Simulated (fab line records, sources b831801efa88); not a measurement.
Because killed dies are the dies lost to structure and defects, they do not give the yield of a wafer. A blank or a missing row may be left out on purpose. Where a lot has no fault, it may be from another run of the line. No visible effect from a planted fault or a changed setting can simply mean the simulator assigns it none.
Problem report, 8D (eight disciplines) form, completed by code    flow gf180mcu    the parts of the form that need people (team, actions taken, sign-off) are left out

## 1. WHAT WENT WRONG
NSD_RS at GF_PSD_RS_MEAS_14 reads a mean of 45.29 ohm/sq on 6 wafers of 2 lots; wafers without a fault read 46.15 ohm/sq with a standard deviation of 0.086. That puts it -10 standard deviations away from the usual mean.
The step: measures by four-point-probe.
Earliest sighting: wafer L775.2 on film-metro-01 at day 20 15:45. The record holds 33 wafers of 11 lots with a number at this step. Rule for "out", or "out of limits": more than 4 standard deviations from the usual mean. The rest of the wafers with a number are treated as sound.

## 2. WHAT THIS IS AND IS NOT
question                     is                            is not
which readings at this step  NSD_RS                        -
which lots                   L775, L776                    L758, L760, L761, L762, L764, L768, L777, L779, L780
which wafers of those lots   all that have a number        -
read on which gauges         film-metro-01, film-metro-04  -
when                         from day 20 15:45             up to then (18 sound wafers); but 9 sound wafers of L777, L779, L780 came after

## 3. THE SUSPECTS, EACH WITH WHAT RULES IT OUT
Counting: a tool stays on the suspect list if, at a process step up to the reading, it processed all lots that are out and no sound lot following the first of them.
- the gauge at GF_PSD_RS_MEAS_14 is ruled out. Those wafers that are out were read across 2 gauges (film-metro-01, film-metro-04).
- plasma-asher-04 at GF_HV_LDD_STRIP_37 (strips in O2/N2): kept. It processed each lot that is out, first L775 at day 17 11:46, and no sound lot thereafter; up to then, the last sound lot it processed was L761 at day 11 19:35.
- rtp-anneal-02 at GF_PSD_RTA_13 (time 20 s): kept. It processed each lot that is out, first L775 at day 20 15:40, and no sound lot thereafter; up to then, the last sound lot it processed was L768 at day 17 23:53. Its own wafer_temp_C_max readings are out on those wafers.
Left after counting: plasma-asher-04 at GF_HV_LDD_STRIP_37, rtp-anneal-02 at GF_PSD_RTA_13.

## 4. THE CAUSE (what the simulator had put in)
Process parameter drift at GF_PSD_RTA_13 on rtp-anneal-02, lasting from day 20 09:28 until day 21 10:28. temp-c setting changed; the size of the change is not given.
Counting left 2 suspects, and this tool is among them.

## 5. THE CHAIN OF EFFECTS, in route order
Rows list readings where the struck wafers' mean (over those with a number) sits beyond 3 standard deviations from the usual. Scope: only readings with a usual standard deviation given in the record; hours: median across lots of the time from each lot's start at the first step in this table that gives one to its start at this step; sigmas: change in usual standard deviations.
hours  step               reading           usual          on struck wafers  change  sigmas
0      GF_PSD_RTA_13      wafer_temp_C_max  1029.5         1035.2            +5.7    +5.9
0      GF_PSD_RS_MEAS_14  NSD_RS            46.15 ohm/sq   45.29             -0.86   -10
0      GF_PSD_RS_MEAS_15  PSD_RS            108.60 ohm/sq  105.00            -3.59   -12
It contains these process steps:
- GF_PSD_RTA_13: time 20 s.

## 6. WHAT WOULD HAVE CAUGHT IT SOONER
In this record the first reading out of limits at a measuring or inspecting step was taken at day 20 15:45, 6 hours after the fault began at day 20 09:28.
At GF_PSD_RTA_13, the tool's own readings (wafer_temp_C_max) were out on each struck wafer the step has a row for, so an alarm limit on them would have fired on the first such wafer.
Among the 2 lots that are out, L776 began GF_PSD_RTA_13 on rtp-anneal-02 after day 20 15:45. A tool hold placed at that time would have kept it from harm.
